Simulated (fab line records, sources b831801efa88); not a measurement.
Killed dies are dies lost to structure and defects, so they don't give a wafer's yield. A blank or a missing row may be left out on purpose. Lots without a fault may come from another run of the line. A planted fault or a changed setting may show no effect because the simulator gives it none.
Which tool did it? | flow sky130 | 15 lots, 45 wafers sampled, at 5 steps of a route of 708

WHAT THE GAUGES READ, wafer by wafer
SKY_DNWELL_TW_MEAS_09. Usual: DNWELL_TW 1111, standard deviation 6.4.
lot  | measured    | on            | DNWELL_TW      | flag
L461 | day 3 11:35 | film_metro-03 | 1113 1115 1119 |
L463 | day 3 20:19 | film_metro-01 | 1110 1114 1111 |
L464 | day 3 23:40 | film_metro-04 | 1104 1099 1106 |
L466 | day 4 13:28 | film_metro-04 | 1101 1109 1107 |
L465 | day 4 13:49 | film_metro-04 | 1107 1100 1102 |
L467 | day 4 21:40 | film_metro-01 | 1123 1127 1120 |
L474 | day 6 07:25 | film_metro-03 | 1114 1108 1112 |
L475 | day 6 14:25 | film_metro-01 | 30 30 30       | OFF
L476 | day 6 19:07 | film_metro-03 | 30 30 30       | OFF
L477 | day 7 01:58 | film_metro-04 | 30 30 30       | OFF
L478 | day 7 05:30 | film_metro-01 | 1109 1107 1108 |
L479 | day 7 13:53 | film_metro-03 | 1109 1120 1118 |
L480 | day 7 18:22 | film_metro-03 | 1116 1114 1120 |
L481 | day 7 22:20 | film_metro-01 | 1107 1110 1108 |
L483 | day 8 08:54 | film_metro-03 | 1109 1103 1107 |

SKY_POLY_GATE_THK_MEAS_01. Usual: POLY_GATE_CVD_00_THK 179.6 nm, standard deviation 1.7.
lot  | measured     | on            | POLY_GATE_CVD_00_THK (nm) | flag
L461 | day 14 10:42 | film_metro-01 | 181.0 181.7 180.0         |
L463 | day 14 23:22 | film_metro-01 | 181.5 180.5 182.1         |
L464 | day 15 03:37 | film_metro-04 | 180.2 179.9 179.8         |
L466 | day 16 01:02 | film_metro-04 | 180.2 180.6 180.6         |
L465 | day 16 02:50 | film_metro-02 | 180.0 180.9 180.5         |
L467 | day 16 14:34 | film_metro-02 | 180.9 179.6 178.6         |
L474 | day 19 00:13 | film_metro-02 | 180.4 181.7 182.2         |
L475 | day 19 05:36 | film_metro-04 | 179.5 178.3 180.7         |
L476 | day 19 15:17 | film_metro-01 | 177.4 177.8 178.2         |
L477 | day 20 00:09 | film_metro-01 | 177.3 177.6 176.0         |
L478 | day 20 11:10 | film_metro-02 | 180.5 182.4 181.6         |
L479 | day 20 21:06 | film_metro-01 | 178.9 178.1 175.9         |
L480 | day 21 08:43 | film_metro-04 | 178.9 177.7 178.2         |
L481 | day 21 12:32 | film_metro-02 | 179.8 179.1 181.0         |
L483 | day 21 23:41 | film_metro-01 | 176.8 178.3 177.0         |

SKY_SD_N_OVL_MEAS_08. Usual: SD_N_OVL -0.1 nm, standard deviation 1.6.
lot  | measured     | on         | SD_N_OVL (nm)  | flag
L461 | day 28 06:41 | overlay-02 | 1.2 1.8 2.7    |
L463 | day 29 02:14 | overlay-02 | -1.8 -1.4 -1.0 |
L464 | day 29 06:32 | overlay-02 | 4.0 1.1 1.6    |
L466 | day 29 22:53 | overlay-02 | 1.2 0.8 0.4    |
L465 | day 30 06:32 | overlay-01 | -3.2 -1.2 -3.1 |
L467 | day 30 13:56 | overlay-02 | 0.3 -1.1 0.3   |
L474 | day 32 19:56 | overlay-01 | -1.2 -0.2 -2.7 |
L475 | day 33 00:50 | overlay-01 | 0.4 1.4 2.7    |
L476 | day 33 07:32 | overlay-01 | -2.1 -1.4 -0.1 |
L477 | day 33 16:26 | overlay-02 | 0.6 -1.9 -2.7  |
L478 | day 34 01:02 | overlay-02 | -0.1 -0.9 -0.1 |
L479 | day 34 06:35 | overlay-02 | -2.6 -5.3 -2.6 |
L480 | day 34 20:50 | overlay-01 | -0.8 0.5 1.6   |
L481 | day 34 23:29 | overlay-01 | 0.2 0.8 0.3    |
L483 | day 35 07:41 | overlay-01 | 1.7 1.0 1.1    |

WHICH TOOL RAN EACH LOT (tool, then ch and the chambers of the sampled wafers, then the start)
lot  | SKY_DNWELL_DEVELOP_06            | SKY_VT_ADJUST_HVTR_STRIP_10
L461 | litho_track-02 ch 0, day 3 11:00 | plasma_asher-01 ch 0,1, day 9 20:27
L463 | litho_track-04 ch 0, day 3 19:00 | plasma_asher-02 ch 0,1, day 10 08:35
L464 | litho_track-04 ch 0, day 3 23:00 | plasma_asher-02 ch 0,1, day 10 12:52
L466 | litho_track-02 ch 0, day 4 13:00 | plasma_asher-04 ch 0,1, day 11 07:31
L465 | litho_track-04 ch 0, day 4 13:00 | plasma_asher-01 ch 0,1, day 11 08:40
L467 | litho_track-04 ch 0, day 4 21:00 | plasma_asher-04 ch 0,1, day 11 16:28
L474 | litho_track-02 ch 0, day 6 07:00 | plasma_asher-02 ch 0,1, day 13 16:49
L475 | litho_track-02, day 6 14:00      | plasma_asher-04 ch 1, day 14 00:40
L476 | litho_track-02, day 6 18:00      | plasma_asher-02 ch 0,1, day 14 07:58
L477 | litho_track-02, day 7 01:00      | plasma_asher-04 ch 1, day 14 15:25
L478 | litho_track-01 ch 0, day 7 05:00 | plasma_asher-02 ch 0,1, day 14 23:05
L479 | litho_track-01 ch 0, day 7 13:00 | plasma_asher-04 ch 0,1, day 15 09:08
L480 | litho_track-02 ch 0, day 7 17:00 | plasma_asher-04 ch 1, day 15 15:38
L481 | litho_track-01 ch 0, day 7 21:00 | plasma_asher-04 ch 1, day 15 21:29
L483 | litho_track-01 ch 0, day 8 08:00 | plasma_asher-02 ch 0,1, day 16 11:17
- SKY_DNWELL_DEVELOP_06: develop time 60 s.
- SKY_VT_ADJUST_HVTR_STRIP_10: strips in O2/N2.

WHAT THE TOOLS THEMSELVES READ (means of the sampled wafers that have a number; where no wafer has one, the mark that the record gives instead)
SKY_DNWELL_DEVELOP_06. Usual: chill_plate_temp_C 22.97 C, standard deviation 0.099.
lot  | tool           | chill_plate_temp_C (C) | flag
L461 | litho_track-02 | 23.05                  |
L463 | litho_track-04 | 22.76                  |
L464 | litho_track-04 | 22.87                  |
L466 | litho_track-02 | 22.95                  |
L465 | litho_track-04 | 23.09                  |
L467 | litho_track-04 | 22.99                  |
L474 | litho_track-02 | 22.98                  |
L475 | litho_track-02 | -                      | OFF
L476 | litho_track-02 | -                      | OFF
L477 | litho_track-02 | -                      | OFF
L478 | litho_track-01 | 22.91                  |
L479 | litho_track-01 | 22.93                  |
L480 | litho_track-02 | 23.02                  |
L481 | litho_track-01 | 23.06                  |
L483 | litho_track-01 | 22.91                  |

SKY_VT_ADJUST_HVTR_STRIP_10. Usual: drypump_motor_current_A 5.7 A, standard deviation 0.66; o2_flow_sccm 2999 sccm, standard deviation 8.5; oes_product_au 0.715 a.u., standard deviation 0.0049; strip_time_to_endpoint_s 14.20 s, standard deviation 0.036.
lot  | tool            | drypump_motor_current_A (A) | o2_flow_sccm (sccm) | oes_product_au (a.u.) | strip_time_to_endpoint_s (s) | flag
L461 | plasma_asher-01 | 4.9                         | 3003                | 0.713                 | 14.20                        |
L463 | plasma_asher-02 | 6.0                         | 2994                | 0.721                 | 14.20                        |
L464 | plasma_asher-02 | 6.0                         | 2991                | 0.711                 | 14.20                        |
L466 | plasma_asher-04 | 5.5                         | 2993                | 0.715                 | 14.23                        |
L465 | plasma_asher-01 | 4.9                         | 2995                | 0.718                 | 14.19                        |
L467 | plasma_asher-04 | 5.4                         | 3004                | 0.711                 | 14.19                        |
L474 | plasma_asher-02 | 6.2                         | 3002                | 0.710                 | 14.23                        |
L475 | plasma_asher-04 | 4.9                         | 2994                | 0.715                 | 14.15                        |
L476 | plasma_asher-02 | 6.0                         | 3004                | 0.712                 | 14.13                        |
L477 | plasma_asher-04 | 4.9                         | 2989                | 0.712                 | 14.21                        |
L478 | plasma_asher-02 | 6.0                         | 2999                | 0.717                 | 14.23                        |
L479 | plasma_asher-04 | 5.4                         | 2997                | 0.716                 | 14.27                        |
L480 | plasma_asher-04 | 4.9                         | 2999                | 0.716                 | 14.25                        |
L481 | plasma_asher-04 | 4.9                         | 3003                | 0.720                 | 14.17                        |
L483 | plasma_asher-02 | 6.2                         | 2986                | 0.718                 | 14.22                        |

THE ANSWER, worked out from the rows above alone
Rule: a lot is off if the mean of its wafers that have a number lies more than 3 standard deviations from the usual mean. A lot without any number at a reading at which 4 lots or more have one is off too. The other lots that the step has rows for count as sound. The gauges are gone through in route order, then the tools' own readings, and for those a lot's mean is taken as printed above. The first step at which some lot is off is used, and at that step the reading that is off furthest; a lot without a number counts as furthest.
Off: L475, L476, L477, at SKY_DNWELL_TW_MEAS_09 (DNWELL_TW).
A tool fits if, at a process step before that reading, it ran every lot that is off, and no sound lot after the first of them. The gauges at SKY_DNWELL_TW_MEAS_09 aren't tried: what is off there is off at SKY_DNWELL_DEVELOP_06 too, on other tools, and a gauge's error can't cause that. None of those tried fits.

WHAT THE SIMULATOR HAD PUT IN
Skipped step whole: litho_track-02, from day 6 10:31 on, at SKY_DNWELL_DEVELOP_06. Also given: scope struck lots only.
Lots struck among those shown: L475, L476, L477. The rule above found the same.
